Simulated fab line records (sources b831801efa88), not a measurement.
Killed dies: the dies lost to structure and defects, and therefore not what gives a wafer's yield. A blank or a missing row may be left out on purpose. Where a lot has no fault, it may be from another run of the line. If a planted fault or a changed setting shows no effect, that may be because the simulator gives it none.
fab line records -- flow sky130
record: lots: 10, wafers: 30, last-day: 50
route steps=708 shown METAL2@501 METAL3@532 CAPM@537 PAD_OPEN@708
lots with no fault: from the same line, run without faults
start-h: hours from the record's first day to the start of the lot's first wafer shown -- wait-h: hours from the lot's prior step to this one -- " the same as in the row above -- L1.1+2: several wafers, shown together as one row -- - value missing, or start not given -- * or withheld: withheld -- < > ~ a bound
route shown NAME@n: a module of which the file shows steps, and the number in the route of the first -- usual: average and standard deviation across the fault-free wafers -- same: alike in all rows -- chamber/n: place in a boat -- sites: each site's reading -- _std_site: their standard deviation -- _edge_site: outer sites' mean less inner sites' -- radius-mm: how far each site lies from the wafer's centre -- mask NAME#n: copy n -- behind: the most recent tool/chamber to have shaped the wafer -- hold: what put the lot on hold/how long, in hours/how the hold closed -- device: the transistor (n, p or np) that didn't switch -- end of line: at the end of the route, the tests of the same wafers -- a step given without rows: its recipe and nothing more -- killed: count of dies lost to structure and defects at first sort (not the wafer's yield) -- map: a wafer's dies, marking killed ones x, the rest . and places with no die _
set.NAME: the run value of the setting; set.NAME@STEP: its run value at that earlier step -- model.NAME: the simulator's own value behind a step, which no gauge read
one table for each step of the route and one row for each wafer, over a sample of lots
services: when a tool's chamber went out of use (start-h, in hours from the record's first day, below 0 if earlier), for how many hours, and the reason
== steps ==
step: SKY_METAL2_ETCH_18
recipe: chemistry: N2/H2, target: BARC, ion-energy-ev: 200, bias-w: 100, pressure-mtorr: 30, n2-flow-sccm: 100, h2-flow-sccm: 200, icp-w: 500, stop-on: SiO2, time-s: 45.9, target-depth-a: 600
usual: drypump-motor-current-A: 6.07/0.29, h2-flow-sccm: 199.9/0.57, oes-product-au: 0.855/0.0047, throttle-valve-pct: 13.225/0.0094
lot.wafer,tool,chamber,start-h,wait-h,drypump-motor-current-A,h2-flow-sccm,oes-product-au,rf-hours-counter-h,throttle-valve-pct
L875.1,rie-metal-03,0,851.01,0.1,6.16,198.7,0.850,8,13.229
L875.3,rie-metal-03,0,851.01,0.1,6.16,199.6,0.862,-,13.242
L875.6,rie-metal-03,0,851.01,0.1,6.16,199.6,0.846,-,13.219
L876.2,rie-metal-04,0,855.88,0.0,5.66,199.4,0.851,5,13.220
L876.3,rie-metal-04,1,855.88,0.0,6.51,199.9,0.856,-,13.220
L876.6,rie-metal-04,1,855.88,0.0,6.55,200.7,0.854,-,13.221
L878.1,rie-metal-04,1,882.00,0.0,6.51,199.8,0.850,2,13.219
L878.2,rie-metal-04,0,882.00,0.0,5.68,200.6,0.854,6,13.229
L878.6,rie-metal-04,1,882.00,0.0,6.53,200.1,0.853,-,13.222
L882.1,rie-metal-03,1,911.23,0.0,5.81,200.0,0.862,4,13.228
L882.2,rie-metal-03,0,911.23,0.0,6.16,199.8,0.844,11,13.219
L882.5,rie-metal-03,1,911.23,0.0,5.82,199.8,0.855,-,13.231
L883.1,rie-metal-04,0,912.83,0.0,5.64,200.2,0.856,8,13.231
L883.3,rie-metal-04,1,912.83,0.0,6.53,199.6,0.858,-,13.244
L883.5,rie-metal-04,1,912.83,0.0,6.53,200.9,0.860,-,13.220
L884.1,rie-metal-02,1,915.63,0.0,6.29,200.3,0.857,13,13.214
L884.4,rie-metal-02,1,915.63,0.0,6.30,200.9,0.857,-,13.226
L884.6,rie-metal-02,0,915.63,0.0,5.87,199.4,0.853,-,13.233
L886.4,rie-metal-04,1,933.25,0.0,6.53,200.4,0.856,-,13.230
L886.5,rie-metal-04,1,933.25,0.0,6.55,201.5,0.862,-,13.239
L886.6,rie-metal-04,0,933.25,0.0,5.65,199.6,0.852,-,13.219
L891.1,rie-metal-02,1,956.58,0.0,6.28,200.3,0.859,15,13.236
L891.4,rie-metal-02,1,956.58,0.0,6.29,200.1,0.860,-,13.219
L891.5,rie-metal-02,1,956.58,0.0,6.28,200.2,0.861,-,13.238
L893.1,rie-metal-02,1,970.23,0.0,6.26,199.6,0.850,16,13.225
L893.2,rie-metal-02,0,970.23,0.0,5.88,199.4,0.852,14,13.214
L893.4,rie-metal-02,1,970.23,0.0,6.28,199.9,0.857,-,13.225
L894.2,rie-metal-04,1,974.53,0.0,6.52,199.7,0.863,6,13.234
L894.3,rie-metal-04,1,974.53,0.0,6.55,199.5,0.849,-,13.230
L894.6,rie-metal-04,1,974.53,0.0,6.53,199.1,0.846,-,13.205
step: SKY_METAL2_STRIP_20
recipe: chemistry: O2/N2, power-w: 1400, pressure-mtorr: 1500, platen-temp-c: withheld, o2-flow-sccm: 3000, n2-flow-sccm: 300, overash-fraction: 0.5
usual: drypump-motor-current-A: 5.73/0.24, oes-product-au: 0.343/0.0048, strip-time-to-endpoint-s: 2.71/0.049
lot.wafer,tool,chamber,start-h,wait-h,drypump-motor-current-A,oes-product-au,rf-hours-counter-h,strip-time-to-endpoint-s
L875.1,plasma-asher-02,0,851.31,0.1,5.68,0.349,11,2.78
L875.3,plasma-asher-02,1,851.31,0.1,5.91,0.346,-,2.74
L875.6,plasma-asher-02,0,851.31,0.1,5.68,0.347,-,2.77
L876.2,plasma-asher-02,1,856.03,0.1,5.94,0.353,11,2.77
L876.3,plasma-asher-02,0,856.03,0.1,5.69,0.343,-,2.75
L876.6,plasma-asher-02,0,856.03,0.1,5.68,0.347,-,2.77
L878.1,plasma-asher-03,1,882.16,0.1,5.26,0.339,106,2.70
L878.2,plasma-asher-03,0,882.16,0.1,5.33,0.350,106,2.71
L878.6,plasma-asher-03,0,882.16,0.1,5.32,0.344,-,2.70
L882.1,plasma-asher-04,1,911.38,0.1,5.84,0.338,47,2.68
L882.2,plasma-asher-04,0,911.38,0.1,5.92,0.345,47,2.75
L882.5,plasma-asher-04,1,911.38,0.1,5.84,0.345,-,2.68
L883.1,plasma-asher-02,0,912.98,0.1,5.70,0.337,17,2.74
L883.3,plasma-asher-02,0,912.98,0.1,5.70,0.347,-,2.77
L883.5,plasma-asher-02,1,912.98,0.1,5.89,0.347,-,2.76
L884.1,plasma-asher-02,1,915.78,0.1,5.96,0.344,18,2.68
L884.4,plasma-asher-02,0,915.78,0.1,5.72,0.340,-,2.67
L884.6,plasma-asher-02,1,915.78,0.1,5.94,0.333,-,2.71
L886.4,plasma-asher-02,0,933.41,0.1,5.69,0.346,-,2.75
L886.5,plasma-asher-02,1,933.41,0.1,5.93,0.337,-,2.73
L886.6,plasma-asher-02,0,933.41,0.1,5.69,0.349,-,2.72
L891.1,plasma-asher-03,1,956.73,0.1,5.29,0.340,113,2.66
L891.4,plasma-asher-03,1,956.73,0.1,5.29,0.346,-,2.67
L891.5,plasma-asher-03,1,956.73,0.1,5.27,0.342,-,2.65
L893.1,plasma-asher-03,0,970.38,0.1,5.32,0.350,115,2.68
L893.2,plasma-asher-03,1,970.38,0.1,5.26,0.347,115,2.66
L893.4,plasma-asher-03,1,970.38,0.1,5.26,0.340,-,2.66
L894.2,plasma-asher-04,0,974.68,0.1,5.92,0.337,54,2.69
L894.3,plasma-asher-04,0,974.68,0.1,5.94,0.340,-,2.71
L894.6,plasma-asher-04,1,974.68,0.1,5.84,0.351,-,2.71
step: SKY_METAL3_SPUTTER_00
recipe: material: Ti, target-thk-nm: 15, power-w: 3000, time-s: 10, chamber-pressure-pa: 0.4
usual: throttle-valve-pct: 29.9/1.4
lot.wafer,tool,chamber,start-h,wait-h,throttle-valve-pct
L875.1,pvd-sputter-01,-,880.67,0.2,30.1
L875.3,pvd-sputter-01,-,880.67,0.2,27.7
L875.6,pvd-sputter-01,-,880.67,0.2,28.6
L876.2,pvd-sputter-04,-,885.22,0.2,30.6
L876.3,pvd-sputter-04,-,885.22,0.2,29.8
L876.6,pvd-sputter-04,-,885.22,0.2,29.4
L878.1,pvd-sputter-01,-,911.26,0.2,30.0
L878.2,pvd-sputter-01,-,911.26,0.2,27.9
L878.6,pvd-sputter-01,-,911.26,0.2,27.6
L882.1,pvd-sputter-04,-,939.48,0.1,32.3
L882.2,pvd-sputter-04,-,939.48,0.1,30.5
L882.5,pvd-sputter-04,-,939.48,0.1,32.4
L883.1,pvd-sputter-04,-,941.87,0.2,32.5
L883.3,pvd-sputter-04,-,941.87,0.2,30.6
L883.5,pvd-sputter-04,-,941.87,0.2,31.5
L884.1,pvd-sputter-01,-,944.09,0.2,30.3
L884.4,pvd-sputter-01,-,944.09,0.2,30.3
L884.6,pvd-sputter-01,-,944.09,0.2,30.0
L886.4,pvd-sputter-01,-,960.91,0.1,30.1
L886.5,pvd-sputter-01,-,960.91,0.1,29.9
L886.6,pvd-sputter-01,-,960.91,0.1,28.2
L891.1,pvd-sputter-01,-,984.12,0.2,28.3
L891.4,pvd-sputter-01,-,984.12,0.2,27.7
L891.5,pvd-sputter-01,-,984.12,0.2,29.9
L893.1,pvd-sputter-02,-,998.09,0.2,30.0
L893.2,pvd-sputter-02,-,998.09,0.2,29.8
L893.4,pvd-sputter-02,-,998.09,0.2,29.5
L894.2,pvd-sputter-01,-,1001.37,0.1,30.2
L894.3,pvd-sputter-01,-,1001.37,0.1,27.7
L894.6,pvd-sputter-01,-,1001.37,0.1,28.6
step: SKY_CAPM_CVD_00
recipe: material: SiO2, target-thk-nm: 15.5, temp-c: 400, time-s: withheld, rf-w: 450
usual: heater-power-w: 719/50
lot.wafer,tool,chamber,start-h,wait-h,heater-power-w
L875.1,pecvd-03,2,880.82,0.0,732
L875.3,pecvd-03,0,880.82,0.0,670
L875.6,pecvd-03,1,880.82,0.0,690
L876.2,pecvd-02,1,885.38,0.0,793
L876.3,pecvd-02,0,885.38,0.0,732
L876.6,pecvd-02,1,885.38,0.0,776
L878.1,pecvd-04,1,911.42,0.0,707
L878.2,pecvd-04,2,911.42,0.0,696
L878.6,pecvd-04,0,911.42,0.0,688
L882.1,pecvd-02,0,939.64,0.0,732
L882.2,pecvd-02,1,939.64,0.0,703
L882.5,pecvd-02,1,939.64,0.0,693
L883.1,pecvd-02,0,942.03,0.0,737
L883.3,pecvd-02,0,942.03,0.0,730
L883.5,pecvd-02,1,942.03,0.0,694
L884.1,pecvd-03,1,944.25,0.0,706
L884.4,pecvd-03,0,944.25,0.0,639
L884.6,pecvd-03,2,944.25,0.0,707
L886.4,pecvd-02,2,961.08,0.0,774
L886.5,pecvd-02,2,961.08,0.0,773
L886.6,pecvd-02,0,961.08,0.0,675
L891.1,pecvd-02,2,984.28,0.0,723
L891.4,pecvd-02,1,984.28,0.0,733
L891.5,pecvd-02,2,984.28,0.0,695
L893.1,pecvd-03,2,998.25,0.0,735
L893.2,pecvd-03,0,998.25,0.0,631
L893.4,pecvd-03,0,998.25,0.0,631
L894.2,pecvd-02,0,1001.52,0.0,692
L894.3,pecvd-02,2,1001.52,0.0,768
L894.6,pecvd-02,2,1001.52,0.0,756
step: SKY_CAPM_THK_MEAS_01
recipe: reads: SiO2_of_CAPM_CVD_00
usual: CAPM_CVD_00_THK: 15.59/0.27
lot.wafer,tool,chamber,start-h,wait-h,CAPM_CVD_00_THK[nm]
L875.1,film-metro-04,-,880.84,-,15.70
L875.3,film-metro-04,-,880.84,-,15.71
L875.6,film-metro-04,-,880.84,-,15.62
L876.2,film-metro-03,-,885.42,-,15.43
L876.3,film-metro-03,-,885.42,-,15.67
L876.6,film-metro-03,-,885.42,-,15.67
L878.1,film-metro-01,-,911.44,-,15.53
L878.2,film-metro-01,-,911.44,-,15.42
L878.6,film-metro-01,-,911.44,-,15.82
L882.1,film-metro-04,-,939.67,-,15.31
L882.2,film-metro-04,-,939.67,-,15.34
L882.5,film-metro-04,-,939.67,-,15.54
L883.1,film-metro-01,-,942.06,-,15.33
L883.3,film-metro-01,-,942.06,-,15.35
L883.5,film-metro-01,-,942.06,-,15.57
L884.1,film-metro-01,-,944.27,-,15.32
L884.4,film-metro-01,-,944.27,-,15.68
L884.6,film-metro-01,-,944.27,-,15.79
L886.4,film-metro-04,-,961.13,-,15.32
L886.5,film-metro-04,-,961.13,-,15.52
L886.6,film-metro-04,-,961.13,-,15.29
L891.1,film-metro-04,-,984.30,-,13.74
L891.4,film-metro-04,-,984.30,-,13.86
L891.5,film-metro-04,-,984.30,-,13.87
L893.1,film-metro-01,-,998.27,-,15.95
L893.2,film-metro-01,-,998.27,-,15.80
L893.4,film-metro-01,-,998.27,-,16.33
L894.2,film-metro-01,-,1001.55,-,13.89
L894.3,film-metro-01,-,1001.55,-,14.00
L894.6,film-metro-01,-,1001.55,-,14.31
step: SKY_METAL3_ETCH_17
recipe: target: SiO2, stop-on: TiN, chemistry: C4F8/O2/Ar, source-w: 1500, bias-w: 1200, pressure-mtorr: 40, c4f8-flow-sccm: withheld, O2_flow_sccm: 6, Ar_flow_sccm: 300, time-s: 3.9, target-depth-a: 150
usual: oes-product-au: 0.757/0.008
lot.wafer,tool,chamber,start-h,wait-h,oes-product-au
L875.1,rie-diel-01,1,933.63,0.2,0.765
L875.3,rie-diel-01,0,933.63,0.2,0.764
L875.6,rie-diel-01,2,933.63,0.2,0.761
L876.2,rie-diel-02,1,937.85,0.1,0.748
L876.3,rie-diel-02,3,937.85,0.1,0.761
L876.6,rie-diel-02,2,937.85,0.1,0.757
L878.1,rie-diel-01,2,963.05,0.1,0.757
L878.2,rie-diel-01,0,963.05,0.1,0.756
L878.6,rie-diel-01,3,963.05,0.1,0.762
L882.1,rie-diel-02,1,991.11,0.2,0.756
L882.2,rie-diel-02,0,991.11,0.2,0.746
L882.5,rie-diel-02,2,991.11,0.2,0.747
L883.1,rie-diel-03,0,993.06,0.2,0.750
L883.3,rie-diel-03,3,993.06,0.2,0.745
L883.5,rie-diel-03,3,993.06,0.2,0.763
L884.1,rie-diel-02,2,994.72,0.1,0.748
L884.4,rie-diel-02,3,994.72,0.1,0.763
L884.6,rie-diel-02,1,994.72,0.1,0.759
L886.4,rie-diel-03,2,1011.06,0.1,0.748
L886.5,rie-diel-03,2,1011.06,0.1,0.754
L886.6,rie-diel-03,3,1011.06,0.1,0.751
L891.1,rie-diel-02,1,1032.40,0.1,0.705
L891.4,rie-diel-02,2,1032.40,0.1,0.716
L891.5,rie-diel-02,3,1032.40,0.1,0.720
L893.1,rie-diel-02,1,1046.93,0.1,0.768
L893.2,rie-diel-02,3,1046.93,0.1,0.756
L893.4,rie-diel-02,0,1046.93,0.1,0.778
L894.2,rie-diel-01,0,1050.15,0.1,0.714
L894.3,rie-diel-01,1,1050.15,0.1,0.716
L894.6,rie-diel-01,1,1050.15,0.1,0.728
step: SKY_PAD_OPEN_PROBE_99
usual: defect-limited-yield: 82.6/2, killed_at_M0_to_M3: 42/6.7, killed_at_M4_up: 3.0/1.9, killed-at-contacts: 24/5.3, killed-at-front-end: 16/4.3, killed-at-other: 0.4/0.71, killed-dies: 85/9.6, killed-open: 46/6.5, killed-short: 39/6.7, sort_bin_3_pad_short: 0.9/0.46, sort_bin_5_function: 10.3/1.3, sort_bin_6_memory: 6.2/1.1, sort-n-pass: 407/9.6, sort-yield-pct: 82.6/2
same: gross-dies: 492, killed-at-back-side: 0, sort_bin_4_leakage[%]: 0, sort_bin_8_speed[%]: 0
lot.wafer,tool,chamber,start-h,wait-h,defect-limited-yield[%],killed_at_M0_to_M3,killed_at_M4_up,killed-at-contacts,killed-at-front-end,killed-at-other,killed-dies,killed-open,killed-short,sort_bin_3_pad_short[%],sort_bin_5_function[%],sort_bin_6_memory[%],sort-n-pass,sort-yield-pct[%]
L891.1,prober-01,-,1185.68,0.1,81.7,42,5,28,15,0,90,52,38,0.8,9.6,7.9,402,81.7
L891.4,prober-01,-,1185.83,0.2,81.9,41,4,24,20,0,89,56,33,0.8,10.4,6.9,403,81.9
L891.5,prober-01,-,1185.88,0.2,82.7,43,2,19,21,0,85,53,29,0.4,10.2,6.7,407,82.7
L893.1,prober-01,-,1196.41,0.1,82.5,49,2,26,8,1,86,40,45,0.8,10.6,6.1,406,82.5
L893.2,prober-01,-,1196.46,0.1,83.9,38,1,22,18,0,79,46,33,0.6,8.3,7.1,413,83.9
L893.4,prober-01,-,1196.56,0.2,84.8,42,2,22,8,1,75,41,34,0.8,10.0,4.5,417,84.8
killed by level:class
L891.1 CONTACT:geometric-particle:open=16 VIA3:geometric-particle:open=9 METAL2:geometric-particle:short=7 VIA1:geometric-particle:open=7 POLY_GATE:geometric-particle:open=5 VIA1:geometric-particle:short=5 CONTACT:geometric-particle:short=5 METAL1:geometric-particle:short=5
L891.4 VIA1:geometric-particle:open=14 FIELD_ISO:geometric-particle:open=9 LI_CONTACT:geometric-particle:open=7 CONTACT:geometric-particle:open=7 METAL2:geometric-particle:short=7 VIA3:geometric-particle:open=6 VIA2:geometric-particle:open=5 POLY_GATE:geometric-particle:open=4
L891.5 VIA1:geometric-particle:open=12 VIA3:geometric-particle:open=9 FIELD_ISO:geometric-particle:open=8 CONTACT:geometric-particle:open=7 VIA1:geometric-particle:short=6 POLY_GATE:geometric-particle:open=5 METAL3:geometric-particle:short=5 VIA2:geometric-particle:open=5
L893.1 VIA1:geometric-particle:open=13 LOCAL_INTERCONNECT:geometric-particle:short=7 VIA1:geometric-particle:short=7 METAL2:geometric-particle:short=7 LI_CONTACT:geometric-particle:open=6 CONTACT:geometric-particle:short=6 CONTACT:geometric-particle:open=6 VIA3:geometric-particle:open=6
L893.2 CONTACT:geometric-particle:open=12 FIELD_ISO:geometric-particle:open=7 VIA2:geometric-particle:open=6 VIA1:geometric-particle:short=6 FIELD_ISO:geometric-particle:short=5 LI_CONTACT:geometric-particle:open=5 VIA3:geometric-particle:open=5 SPACER:geometric-particle:short=4
L893.4 VIA3:geometric-particle:open=9 CONTACT:geometric-particle:open=8 VIA1:geometric-particle:short=8 VIA1:geometric-particle:open=6 VIA2:geometric-particle:open=6 LI_CONTACT:geometric-particle:open=5 CONTACT:geometric-particle:short=5 FIELD_ISO:geometric-particle:open=4
== services ==
tool,chamber,start-h,hours,kind
pecvd-03,-,829.47,1.3,repair
pecvd-03,-,833.53,0.7,repair
pecvd-02,1,835.95,29.7,repair
rie-metal-02,-,836.66,1.1,repair
rie-diel-02,2,837.89,7.0,repair
plasma-asher-03,-,838.77,1.8,repair
rie-metal-04,-,841.41,6.6,repair
rie-metal-03,1,846.53,11.9,repair
rie-diel-03,2,850.76,8.6,repair
rie-diel-01,2,874.73,5.6,repair
rie-diel-02,2,881.58,10.0,repair
plasma-asher-03,-,884.55,4.4,repair
pvd-sputter-01,-,884.99,2.0,repair
rie-diel-02,0,889.46,26.4,repair
rie-diel-02,1,892.14,8.2,repair
pecvd-02,1,905.11,10.5,repair
pvd-sputter-04,-,918.84,2.8,repair
pvd-sputter-01,-,964.91,0.7,repair
rie-diel-01,2,977.09,2.0,repair
pecvd-02,-,978.25,0.3,repair
pvd-sputter-01,-,994.16,3.2,repair
pecvd-03,1,1003.92,2.6,repair
rie-metal-04,-,1028.64,1.4,pm
rie-metal-02,-,1028.82,2.8,pm
== key ==
first-sign: step: SKY_CAPM_THK_MEAS_01, reading: CAPM_CVD_00_THK, direction: down, sigmas: 6.2, usual: 15.59, struck: 13.94
effect: step: SKY_METAL3_ETCH_17, reading: oes-product-au, direction: down, sigmas: 5, usual: 0.757, struck: 0.716
met-at SKY_CAPM_CVD_00
struck-lots L891,L894
not-acting-at SKY_METAL2_ETCH_18,SKY_METAL2_STRIP_20,SKY_METAL3_SPUTTER_00
onset-between 961.08 984.28
fault: kind: process-parameter-drift, tool: pecvd-02, chamber: -, onset-h: 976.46, steps: SKY_CAPM_CVD_00, channel: time-s, offset: withheld, shape: step, end-h: 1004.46, acts-in: *
